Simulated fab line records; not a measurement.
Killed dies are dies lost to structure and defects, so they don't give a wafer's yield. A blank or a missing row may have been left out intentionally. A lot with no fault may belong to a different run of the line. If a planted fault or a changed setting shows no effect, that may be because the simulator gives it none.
Matching of chambers + flow sky130 + 4 sister chambers for SKY_SONOS_ONO_WET_ETCH_16 on wet bench-03
The step etches SiO2 in dHF, target depth 14 nm, time 280 s. 14 wafers are shown with their chamber, then 7 later ones without.

EACH WAFER AND ITS CHAMBER
| wafer  | chamber | temp c (C) |
|--------|---------|------------|
| L589.1 | 3       | 24.95      |
| L589.3 | 3       | 24.72      |
| L589.5 | 3       | 25.13      |
| L604.1 | 2       | 24.92      |
| L604.3 | 2       | 24.98      |
| L604.5 | 2       | 24.93      |
| L605.2 | 1       | 24.99      |
| L605.5 | 1       | 25.03      |
| L605.6 | 1       | 24.96      |
| L606.3 | 3       | 25.05      |
| L606.4 | 3       | 25.16      |
| L606.6 | 3       | 24.95      |
| L608.2 | 0       | 25.14      |
| L608.3 | 0       | 24.93      |

SIGNATURES (means of the wafers above)
| reading | chamber 0 | chamber 1 | chamber 2 | chamber 3 | scatter within a chamber |
|---------|-----------|-----------|-----------|-----------|--------------------------|
| temp c  | 25.0350   | 24.9933   | 24.9433   | 24.9933   | 0.124                    |
Rule: for a wafer and a chamber, the distance is found by dividing, reading by reading, the gap between the wafer's reading and the chamber's mean by the reading's scatter, squaring, summing and taking the root. The wafer belongs to the nearest chamber; if the next one is less than 2 further off, it can't be placed. The scatter: the root of (the sum of the squares of (reading less its chamber's mean) over the shown wafers, divided by (wafers less chambers)).

WAFERS MISSING THEIR CHAMBER
| wafer  | temp c (C) |
|--------|------------|
| L608.4 | 24.85      |
| L610.1 | 24.99      |
| L610.2 | 24.99      |
| L610.6 | 25.11      |
| L611.2 | 24.88      |
| L611.5 | 24.87      |
| L611.6 | 24.96      |

THE CHAMBER EACH PASSED THROUGH
| wafer  | from the rows above               | in truth |
|--------|-----------------------------------|----------|
| L608.4 | can't be placed: 2 or 1 or 3 or 0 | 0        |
| L610.1 | can't be placed: 1 or 3 or 0 or 2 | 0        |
| L610.2 | can't be placed: 1 or 3 or 0 or 2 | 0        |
| L610.6 | can't be placed: 0 or 1 or 3 or 2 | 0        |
| L611.2 | can't be placed: 2 or 1 or 3 or 0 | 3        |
| L611.5 | can't be placed: 2 or 1 or 3 or 0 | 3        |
| L611.6 | can't be placed: 2 or 1 or 3 or 0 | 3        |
Placed correctly: 0 of 7. These rows do not allow placing 7 (true chamber among the candidates in 7). Number placed wrongly: 0.
